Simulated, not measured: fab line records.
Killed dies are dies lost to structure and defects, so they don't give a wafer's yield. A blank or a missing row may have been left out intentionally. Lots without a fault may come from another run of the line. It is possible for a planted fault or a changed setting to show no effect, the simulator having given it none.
The same fault as seen by 2 desks | flow sky130 | only its own numbers are on each desk; what lay behind them is given at the end

THE METROLOGY DESK
Lot by lot, what the gauges showed, no matter which tool ran the lot: averages of those sampled wafers that carry a number. Any lot whose mean is over 4 standard deviations away from the usual mean is out of limits and marked OUT; that distance is given in the brackets.
Columns: A = POLY_GATE_OXIDATION_THK at SKY_POLY_GATE_THK_MEAS_21, usual 4.02 nm; B = cd_nm at SKY_POLY_GATE_CD_MEAS_22, usual 149.5 nm; C = LDD_N_OVL at SKY_LDD_N_OVL_MEAS_07, usual -0.9 nm
lot  | first seen here | A    | B     | C
L368 | day 18 16:24    | 4.12 | 151.1 | -1.5
L374 | day 20 20:46    | 4.06 | 151.6 | 1.1
L380 | day 22 21:29    | 3.94 | 147.7 | -1.2
L381 | day 23 16:02    | 4.16 | 147.0 | -2.0
L383 | day 24 00:19    | 3.91 | 151.7 | -1.3
L384 | day 24 09:07    | 4.05 | 149.5 | -3.6
L385 | day 24 14:10    | 4.03 | 151.0 | -0.7
Finding of this desk: none of the 7 lots has anything out of limits.

THE TOOL OWNER'S DESK: implanter-03
SKY_LDD_N_IMPLANT_10, tool's own readings: per-lot mean of the sampled wafers with a number, covering each lot this tool ran. Any lot whose mean is over 4 standard deviations away from the usual mean is out of limits and marked OUT; that distance is given in the brackets.
Columns: A = beam_energy_keV at SKY_LDD_N_IMPLANT_10, usual 20.000
lot  | first seen here | A
L368 | day 20 00:03    | 20.003
L380 | day 24 03:47    | 18.217 (-99 or more) OUT
L381 | day 24 22:06    | 18.231 (-99 or more) OUT
L383 | day 25 05:51    | 18.235 (-99 or more) OUT
Finding of this desk: L380, L381, L383 out of limits; the first was L380 at day 24 03:47, on beam_energy_keV at SKY_LDD_N_IMPLANT_10. L368 stayed within limits.

PUT TOGETHER
The tool owner's desk could have raised an alarm at day 24 03:47, on L380, L381, L383.
At the metrology desk, nothing out of limits was observed.
The metrology desk holds a record of L380, L381, L383, inside its limits.
All the named lots went through SKY_LDD_N_IMPLANT_10 on implanter-03.

WHAT WAS PUT IN BY THE SIMULATOR
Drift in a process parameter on implanter-03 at SKY_LDD_N_IMPLANT_10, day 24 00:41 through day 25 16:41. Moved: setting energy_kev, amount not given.
Shown lots that were struck: L380, L381, L383.
Each desk's first reading out of limits, in hours after the fault started: the tool owner's desk, 3.
